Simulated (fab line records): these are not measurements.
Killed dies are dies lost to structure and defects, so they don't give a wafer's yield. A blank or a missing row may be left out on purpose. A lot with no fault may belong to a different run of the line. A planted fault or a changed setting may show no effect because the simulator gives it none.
2 desks looking at one fault / flow gf180mcu / only its own numbers are on each desk; what lay behind them is given at the end

## TOOL OWNER'S DESK, plasma_asher-04
The tool's own readings at GF_SAB_STRIP_13 (strips in O2/N2): means of the sampled wafers that have a number, for each lot that ran on this tool. Marked OUT: a lot whose mean sits more than 4 standard deviations from the usual mean, which makes it out of limits; the brackets give that distance.
Columns: A = drypump_motor_current_A at GF_SAB_STRIP_13, usual 5.8 A; B = heater_power_w at GF_SAB_STRIP_13, usual 326 W; C = oes_product_au at GF_SAB_STRIP_13, usual 0.709 a.u.; D = strip_time_to_endpoint_s at GF_SAB_STRIP_13, usual 12.61 s
lot=L447; first seen here=day 15 04:41; A=5.5; B=318; C=0.712; D=12.60
lot=L449; first seen here=day 15 23:09; A=5.5; B=319; C=0.708; D=12.66
lot=L452; first seen here=day 17 00:19; A=5.5; B=317; C=0.710; D=12.61
lot=L458; first seen here=day 19 04:31; A=6.2; B=343; C=0.711; D=12.55
lot=L459; first seen here=day 19 14:08; A=5.9; B=331; C=0.711; D=12.60
lot=L469; first seen here=day 22 17:41; A=5.9; B=333; C=0.709; D=12.64
This desk found nothing out of limits on any of the 6 lots.

## METROLOGY DESK
Means of the sampled wafers that have a number, per lot and without regard to the tool the lot ran on: this is what the gauges read. Marked OUT: a lot whose mean sits more than 4 standard deviations from the usual mean, which makes it out of limits; the brackets give that distance.
Columns: A = V5_BOW at GF_V5_BOW_MEAS_05, usual 133 um
lot=L447; first seen here=day 26 10:29; A=128
lot=L448; first seen here=day 26 14:58; A=142
lot=L449; first seen here=day 27 01:56; A=128
lot=L451; first seen here=day 27 17:45; A=139
lot=L452; first seen here=day 28 01:01; A=133
lot=L456; first seen here=day 29 14:57; A=118
lot=L458; first seen here=day 29 22:29; A=134
lot=L459; first seen here=day 30 06:34; A=137
lot=L460; first seen here=day 30 06:54; A=134
lot=L466; first seen here=day 31 21:38; A=135
lot=L467; first seen here=day 32 02:36; A=131
lot=L468; first seen here=day 32 07:44; A=128
lot=L469; first seen here=day 32 12:53; A=137
This desk found nothing out of limits on any of the 13 lots.

## BROUGHT TOGETHER
Nothing out of limits was seen by the tool owner's desk.
At the metrology desk, nothing out of limits was observed.

## WHAT THE SIMULATOR HAD INSERTED
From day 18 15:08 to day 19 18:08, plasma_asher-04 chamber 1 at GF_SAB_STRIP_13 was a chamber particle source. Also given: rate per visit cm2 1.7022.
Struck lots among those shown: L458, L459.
